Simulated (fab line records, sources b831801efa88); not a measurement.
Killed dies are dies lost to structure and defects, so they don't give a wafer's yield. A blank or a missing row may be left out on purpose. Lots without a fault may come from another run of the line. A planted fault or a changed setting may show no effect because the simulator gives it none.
Chamber matching | flow sfq_line | SFQ_TRILAYER_I1_CMP_CMP_046 on cmp-02: 4 sister chambers
The step polishes SiO2. 16 wafers are shown with their chamber, then 8 later ones without.

WAFERS WITH THEIR CHAMBER
wafer  | chamber | motor_current_A (A) | slurry_flow_ml_min | time_to_endpoint_s (s)
L291.2 | 3       | 10.7                | 149.8              | 215
L291.3 | 0       | 11.0                | 149.7              | 215
L291.1 | 2       | 10.6                | 149.2              | 212
L292.1 | 3       | 11.4                | 149.9              | 208
L292.3 | 1       | 10.7                | 149.7              | 212
L292.4 | 0       | 10.7                | 150.0              | 219
L298.1 | 0       | 11.6                | 149.1              | 215
L298.2 | 1       | 11.5                | 149.8              | 211
L298.5 | 3       | 10.6                | 150.6              | 215
L299.2 | 2       | 9.6                 | 149.3              | 213
L299.4 | 3       | 10.9                | 149.6              | 220
L299.1 | 1       | 11.7                | 149.9              | 211
L308.2 | 1       | 11.2                | 149.8              | 209
L308.4 | 0       | 11.2                | 149.7              | 221
L308.5 | 1       | 11.4                | 149.3              | 221
L309.1 | 1       | 11.4                | 149.7              | 222

SIGNATURES (means of the wafers above)
reading            | chamber 0 | chamber 1 | chamber 2 | chamber 3 | scatter within a chamber
motor_current_A    | 11.125    | 11.317    | 10.100    | 10.900    | 0.397
slurry_flow_ml_min | 149.625   | 149.700   | 149.250   | 149.975   | 0.319
time_to_endpoint_s | 217.50    | 214.33    | 212.50    | 214.50    | 4.65
Rule: a wafer's distance from a chamber is the root of the sum, over the readings, of the square of ((its reading less the chamber's mean) divided by the reading's scatter). The wafer belongs to the nearest chamber; if the next one is less than 2 further off, it can't be placed. The scatter: the root of (the sum of the squares of (reading less its chamber's mean) over the shown wafers, divided by (wafers less chambers)).

WAFERS WITHOUT THEIR CHAMBER
wafer  | motor_current_A (A) | slurry_flow_ml_min | time_to_endpoint_s (s)
L309.4 | 10.6                | 149.7              | 218
L309.6 | 10.6                | 149.6              | 223
L310.3 | 10.5                | 150.5              | 203
L310.5 | 11.4                | 150.7              | 214
L310.6 | 11.5                | 150.7              | 208
L311.1 | 11.0                | 150.1              | 207
L311.2 | 11.7                | 150.1              | 217
L311.6 | 10.0                | 150.3              | 220

WHICH CHAMBER EACH WENT THROUGH
wafer  | from the rows above               | in truth
L309.4 | can't be placed: 0 or 3 or 1 or 2 | 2
L309.6 | can't be placed: 0 or 3 or 1 or 2 | 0
L310.3 | can't be placed: 3 or 1 or 0 or 2 | 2
L310.5 | can't be placed: 3 or 1 or 0      | 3
L310.6 | can't be placed: 3 or 1 or 0      | 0
L311.1 | can't be placed: 3 or 1 or 0      | 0
L311.2 | can't be placed: 1 or 0 or 3      | 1
L311.6 | can't be placed: 3 or 0 or 2 or 1 | 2
Placed correctly: 0 of 8. Can't be placed from these rows: 8 (the true chamber is among the candidates in 8). Placed wrongly: 0.
